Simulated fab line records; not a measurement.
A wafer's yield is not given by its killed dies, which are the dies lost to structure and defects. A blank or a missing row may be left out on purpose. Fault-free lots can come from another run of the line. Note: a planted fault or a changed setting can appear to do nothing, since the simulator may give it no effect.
Problem report, 8D (eight disciplines) form, completed by code | flow sky130 | the parts of the form that need people (team, actions taken, sign-off) are left out

## 1. THE ISSUE
Mean FIELD_ISO_CVD_24_THK at SKY_FIELD_ISO_THK_MEAS_25: 840 nm over 6 wafers in 2 lots; fault-free wafers: 595 nm, standard deviation 4.6. That is +53 standard deviations from the usual mean.
First seen on wafer L602.2, day 3 17:56, on filmMetro-01. The record holds 36 wafers of 12 lots with a number at this step. Rule for "out", or "out of limits": more than 4 standard deviations from the usual mean. Any other wafer with a number is counted as sound.

## 2. WHAT IT IS, WHAT IT ISN'T
question                    | is                         | is not
which readings at this step | FIELD_ISO_CVD_24_THK       | -
which lots                  | L602, L605                 | L596, L598, L600, L601, L603, L606, L615, L616, L617, L618
which wafers of those lots  | all that have a number     | -
read on which gauges        | filmMetro-01, filmMetro-02 | filmMetro-03
when                        | from day 3 17:56           | up to then (12 sound wafers); but 18 sound wafers of L603, L606, L615, L616, L617, L618 came after

## 3. WHAT RULES OUT EACH SUSPECT
Counting: a tool at a process step up to the reading stays a suspect if it ran every lot that is out and no sound lot after the first of them.
- the gauge at SKY_FIELD_ISO_THK_MEAS_25 is ruled out. 2 gauges (filmMetro-01, filmMetro-02) read the wafers that are out.
- hdpcvd-02 at SKY_FIELD_ISO_CVD_24 (deposits SiO2, target thk 595 nm, time 99.2 s): ruled out as a lasting fault. Following L602 (day 3 17:51), the first lot on it that is out, the sound lots L615, L617, L618 were run on it.
Left after counting: nothing in the record.

## 4. THE CAUSE (what the simulator had put in)
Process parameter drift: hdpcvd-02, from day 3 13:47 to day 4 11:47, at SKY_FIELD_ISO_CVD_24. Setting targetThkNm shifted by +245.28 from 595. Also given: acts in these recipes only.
It was ruled out by counting, in error; the rule expects a fault to strike all lots run on its tool from its start on, and this fault did not.

## 5. THE EFFECT CHAIN, in route order
Rows list readings where the struck wafers' mean (over those with a number) sits beyond 3 standard deviations from the usual. Only readings for which the record gives a usual standard deviation are gone through. hours: the time from each lot's start at the first step in this table that gives one to its start at this step, as a median over the lots. sigmas: the change in usual standard deviations.
hours | step                      | reading              | usual  | on struck wafers | change | sigmas
0     | SKY_FIELD_ISO_THK_MEAS_25 | FIELD_ISO_CVD_24_THK | 595 nm | 840              | +245   | +53
2     | SKY_FIELD_ISO_CMP_27      | timeToEndpointS      | 110 s  | 153              | +43    | +11
The process steps in it:
- SKY_FIELD_ISO_CMP_27: polishes, stops on Si3N4, t overpolish 16 s, target thk 457.8 nm.
Later measuring or inspecting steps at which every struck wafer that the step has a row for has a number for every such reading, and none has moved that far: SKY_NWELL_RS_MEAS_31.

## 6. WHAT WOULD HAVE CAUGHT IT SOONER
Counted from the fault's start at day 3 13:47, it took 4 hours until the first out-of-limits reading at a measuring or inspecting step in this record, taken at day 3 17:56.
